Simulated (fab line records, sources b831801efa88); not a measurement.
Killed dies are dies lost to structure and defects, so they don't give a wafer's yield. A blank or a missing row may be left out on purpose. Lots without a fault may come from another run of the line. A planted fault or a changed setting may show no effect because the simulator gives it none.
A struck lot beside a sound one | flow sky130 | 16 steps out of a route of 708
Sound: wafers L671.3, L671.4, L671.6. Struck: wafer L679.1. (L679.2, L679.3 of the same lot were not struck and are left out.) The cause comes at the end.
At each step with rows: each side's tool, then ch and its chambers, then its first start. Under that, the readings that differ: sound wafers | struck wafers | difference of the means | sigmas: that difference in standard deviations of wafers without a fault.
alike: readings whose means differ by less than 2 such deviations, and words and numbers that are the same on both sides. not compared: withheld readings, readings that some wafer has no value for, bounds like >300 that may hide the same value, and numbers for which the record gives no deviation and whose values overlap.
The two part at a step that has a row with sigmas, a row that says differs or no value, or rows on one side only. Numbers that don't overlap but have no deviation are shown without sigmas and don't part them. A reading that every wafer of one side lacks parts them only if that side has two wafers or more.

first, 6 steps without rows for these wafers: SKY_METAL5_HMDS_08 (prime time 60 s); SKY_METAL5_COAT_09 (resist thk 1800 nm); SKY_METAL5_SOFTBAKE_10 (time 60 s); SKY_METAL5_EXPOSE_11 (exposes mask MM5, target cd 1600 nm); SKY_METAL5_PEB_12; SKY_METAL5_DEVELOP_13 (develop time 60 s).
SKY_METAL5_DESCUM_14: chemistry O2, time 11 s.
  sound on rie_metal-03 ch 0,1, day 45 20:46; struck on rie_metal-04 ch 1, day 47 16:24
  reading                | sound             | struck | difference                   | sigmas
  oes_product_au (a.u.)  | 1.013 1.020 1.015 | 0.994  | -0.022                       | -2
  rf_hours_counter_h (h) | - - -             | 15     | no value on the sound wafers |
  alike: drypump_motor_current_A
SKY_METAL5_METAL_ETCH_15: etches the open film in Cl2/BCl3, stops on SiO2, target depth 1260 nm, time 252 s.
  sound on rie_metal-03 ch 0,1, day 45 20:52; struck on rie_metal-04 ch 1, day 47 16:26
  reading                | sound | struck | difference                   | sigmas
  rf_hours_counter_h (h) | - - - | 15     | no value on the sound wafers |
  alike: drypump_motor_current_A, oes_product_au, throttle_valve_pct
SKY_METAL5_STRIP_16: strips in O2/N2.
  sound on plasma_asher-03 ch 0,1, day 45 21:03; struck on plasma_asher-03 ch 0, day 47 16:40
  reading                | sound             | struck | difference                   | sigmas
  oes_product_au (a.u.)  | 0.714 0.711 0.711 | 0.723  | +0.011                       | +2
  rf_hours_counter_h (h) | - - -             | 38     | no value on the sound wafers |
  alike: drypump_motor_current_A, strip_time_to_endpoint_s
then, 3 steps without rows for these wafers: SKY_METAL5_STRIP_17 (strips in post etch residue remover, time 1200 s); SKY_METAL5_CLEAN_18 (cleans in IPA, time 180 s); SKY_METAL5_CLEAN_19 (cleans in O3/DIW).
SKY_PASSIVATION_CVD_00: deposits SiO2, target thk 90 nm.
  sound on pecvd-04 ch 0,2, day 45 21:43; struck on pecvd-04 ch 2, day 47 17:16
  alike: heater_power_w
SKY_PASSIVATION_THK_MEAS_01:
  sound on film_metro-01, day 45 21:45; struck on film_metro-03, day 47 17:17
  reading                     | sound          | struck | difference | sigmas
  PASSIVATION_CVD_00_THK (nm) | 88.1 89.4 87.8 | 85.1   | -3.3       | -3
SKY_PASSIVATION_CVD_02: deposits Si3N4, target thk 540 nm.
  sound on pecvd-03 ch 0,2, day 45 21:47; struck on pecvd-01 ch 1, day 47 17:20
  alike: heater_power_w
then, 1 step without rows for these wafers: SKY_PAD_OPEN_PROBE_99.

WHERE THEY PART
First at SKY_METAL5_DESCUM_14; last, within this record, at SKY_PASSIVATION_THK_MEAS_01. Later steps at which nothing parts them and some readings are alike: SKY_PASSIVATION_CVD_02.

WHY: what the simulator had put in
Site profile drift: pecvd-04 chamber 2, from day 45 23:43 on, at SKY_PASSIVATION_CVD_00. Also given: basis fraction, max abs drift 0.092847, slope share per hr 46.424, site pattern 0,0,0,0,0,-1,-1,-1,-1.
